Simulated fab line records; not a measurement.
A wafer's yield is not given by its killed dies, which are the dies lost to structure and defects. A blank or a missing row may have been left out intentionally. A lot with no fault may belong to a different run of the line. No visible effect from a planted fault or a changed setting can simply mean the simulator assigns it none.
Problem report, 8D (eight disciplines) form, completed by code | flow sky130 | the parts of the form that need people (team, actions taken, sign-off) are left out

== 1. THE ISSUE ==
Across 6 wafers from 2 lots, LDD_HVP_TW at SKY_LDD_HVP_TW_MEAS_10 averages 691.8, while fault-free wafers read 459.2 with a standard deviation of 2.8. Relative to the usual mean, that is a shift of +83 standard deviations.
Earliest sighting: wafer L504.4 on film-metro-03 at day 23 15:10. The record holds 42 wafers of 14 lots with a number at this step. The rule behind "out" and "out of limits": a value lying over 4 standard deviations away from the usual mean. The other wafers with a number count as sound.

== 2. WHAT THIS IS AND IS NOT ==
question                    | is                     | is not
which readings at this step | LDD_HVP_TW             | -
which lots                  | L503, L504             | L501, L502, L505, L513, L514, L515, L516, L518, L519, L520, L522, L523
which wafers of those lots  | all that have a number | -
read on which gauges        | film-metro-03          | film-metro-01, film-metro-04
when                        | from day 23 15:10      | up to then (6 sound wafers); but 30 sound wafers of L505, L513, L514, L515, L516, L518, L519, L520, L522, L523 came after

== 3. WHAT RULES OUT EACH SUSPECT ==
Counting: a tool stays on the suspect list if, at a process step up to the reading, it processed all lots that are out and no sound lot following the first of them.
- the gauge at SKY_LDD_HVP_TW_MEAS_10: ruled out. All the wafers that are out were read on film-metro-03, but those of them that SKY_LDD_HVP_IMPLANT_08 has rows for are out there too, on other tools.
- implanter-04 at SKY_LDD_HVP_IMPLANT_08: ruled out as a lasting fault. The sound lots L513, L515, L518, L522 went through it after L504, its earliest lot that is out (day 23 14:58).
Left after counting: nothing in the record.

== 4. THE CAUSE (what the simulator had put in) ==
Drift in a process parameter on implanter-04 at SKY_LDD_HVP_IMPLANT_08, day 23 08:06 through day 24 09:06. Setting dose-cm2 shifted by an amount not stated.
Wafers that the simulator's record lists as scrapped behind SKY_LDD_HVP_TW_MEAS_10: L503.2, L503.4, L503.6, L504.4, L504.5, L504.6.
It was ruled out by counting, in error; the rule expects a fault to strike all lots run on its tool from its start on, and this fault did not.

== 5. THE CHAIN OF EFFECTS, in route order ==
Rows list readings where the struck wafers' mean (over those with a number) sits beyond 3 standard deviations from the usual. Scope: only readings with a usual standard deviation given in the record; hours: median across lots of the time from each lot's start at the first step in this table that gives one to its start at this step; sigmas: change in usual standard deviations.
hours | step                   | reading            | usual      | on struck wafers | change      | sigmas
0     | SKY_LDD_HVP_IMPLANT_08 | dose-ions-cm2      | 1.6999e+13 | 6.1587e+13       | +4.4588e+13 | +99 or more
0     | SKY_LDD_HVP_IMPLANT_08 | faraday-current-uA | 96.3       | 344.7            | +248.4      | +99 or more
0     | SKY_LDD_HVP_TW_MEAS_10 | LDD_HVP_TW         | 459.2      | 691.8            | +232.6      | +83
It contains these process steps:
- SKY_LDD_HVP_IMPLANT_08

== 6. HOW IT WOULD HAVE BEEN CAUGHT EARLIER ==
7 hours passed between the start of the fault at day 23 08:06 and the first reading out of limits at a measuring or inspecting step in this record, taken at day 23 15:10.
Tool's own readings at SKY_LDD_HVP_IMPLANT_08, dose-ions-cm2, faraday-current-uA: out on all struck wafers the step has rows for; an alarm limit on them would have tripped on the first.
